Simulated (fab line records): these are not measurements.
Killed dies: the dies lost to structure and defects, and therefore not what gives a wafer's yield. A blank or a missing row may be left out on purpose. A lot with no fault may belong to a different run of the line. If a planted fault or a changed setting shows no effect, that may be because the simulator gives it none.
A lot that was struck, set against a sound lot / flow sfq_line / 14 steps out of a route of 325
Sound: wafers L566.1, L566.3, L566.5. Struck: wafers L576.1, L576.2, L576.5. The cause is named last.
At each step with rows: each side's tool, then ch and its chambers, then its first start. Under that, the readings that differ: sound wafers / struck wafers / difference of the means / sigmas: that difference in standard deviations of wafers without a fault.
alike: readings whose means differ by less than 2 such deviations, and words and numbers that are the same on both sides. not compared: withheld readings, readings that some wafer has no value for, bounds like >300 that may hide the same value, and numbers for which the record gives no deviation and whose values overlap.
Wherever a step has rows on one side only, a row that says differs or no value, or a row with sigmas, the two part there. Numbers that have no deviation but don't overlap get no sigmas and don't part them. A reading missing from all wafers of one side parts the sides only when that side holds two or more wafers.

first, 6 steps without rows for these wafers: SFQ_TRILAYER_M4_LITHO_COAT_098 (resist thk 62 nm); SFQ_TRILAYER_M4_LITHO_COAT_093 (resist thk 600 nm); SFQ_TRILAYER_M4_LITHO_SOFTBAKE_097; SFQ_TRILAYER_M4_LITHO_EXPOSE_094 (exposes mask M4, target cd 500 nm); SFQ_TRILAYER_M4_LITHO_PEB_096 (peb time 60 s); SFQ_TRILAYER_M4_LITHO_DEVELOP_095 (time 60 s).
SFQ_M4_OVL_MEAS_926:
  sound: overlay-01 at day 46 20:35; struck: overlay-01 at day 50 13:17
reading=M4_OVL (nm); sound=-3 -3 -6; struck=9 5 4; difference=+10; sigmas=+2
SFQ_TRILAYER_M4_BARC_OPEN_METAL_ETCH_123: etches BARC in O2, target depth 125 nm, time 41.7 s.
  sound on rie_metal-02 ch 0,1, day 46 20:37; struck on rie_metal-03 ch 1, day 50 13:20
  alike: drypump_motor_current_A, oes_product_au
  not compared: rf_hours_counter_h
SFQ_TRILAYER_M4_ETCH_METAL_ETCH_096: etches Nb in Cl2/Ar, stops on SiO2, target depth 240 nm, time 120 s.
  sound on rie_metal-02 ch 0,1, day 46 20:41; struck on rie_metal-03 ch 1, day 50 13:27
  alike: drypump_motor_current_A, oes_product_au
  not compared: rf_hours_counter_h
SFQ_TRILAYER_M4_STRIP_STRIP_097: strips in O2.
  sound on rie_metal-02 ch 0,1, day 46 20:49; struck on rie_metal-03 ch 1, day 50 13:42
  alike: drypump_motor_current_A, oes_product_au
  not compared: rf_hours_counter_h
then, 1 step without rows for these wafers: SFQ_TRILAYER_M4_STRIP_SOLV_CLEAN_098 (cleans in NMP, time 600 s).
SFQ_TRILAYER_I4_DEP_PECVD_099: deposits SiO2 from SiH4/N2O, time 111.11 s, target thk 500 nm.
  sound on pecvd-01 ch 0,1, day 46 21:46; struck on pecvd-03 ch 0,1,2, day 50 15:04
reading=heater_power_w (W); sound=98 96 101; struck=72 79 89; difference=-18; sigmas=-2
reading=rf_fwd_power_W (W); sound=183.1 182.0 181.8; struck=212.6 211.1 212.8; difference=+29.9; sigmas=+49
reading=model.SiO2_of_TRILAYER_I4_DEP_PECVD_099.thk_nm (nm); sound=500.8 496.2 497.7; struck=523 525.6 533.3; difference=+29; sigmas=
  alike: throttle_valve_pct
SFQ_TRILAYER_I4_CMP_CMP_100: polishes SiO2.
  sound on cmp-01 ch 1,2,3, day 46 23:12; struck on cmp-02 ch 1,2,3, day 50 15:39
reading=time_to_endpoint_s (s); sound=219 223 224; struck=247 254 252; difference=+29; sigmas=+3
  alike: motor_current_A
SFQ_I4_BOW_MEAS_927:
  sound: film_metro-01 at day 47 01:42; struck: film_metro-04 at day 50 18:09
  alike: I4_BOW

## WHERE THEY PART
Last at SFQ_TRILAYER_I4_CMP_CMP_100 as far as this record goes, first at SFQ_M4_OVL_MEAS_926. Later steps at which nothing parts them and some readings are alike: SFQ_I4_BOW_MEAS_927.

WHY: what the simulator had put in
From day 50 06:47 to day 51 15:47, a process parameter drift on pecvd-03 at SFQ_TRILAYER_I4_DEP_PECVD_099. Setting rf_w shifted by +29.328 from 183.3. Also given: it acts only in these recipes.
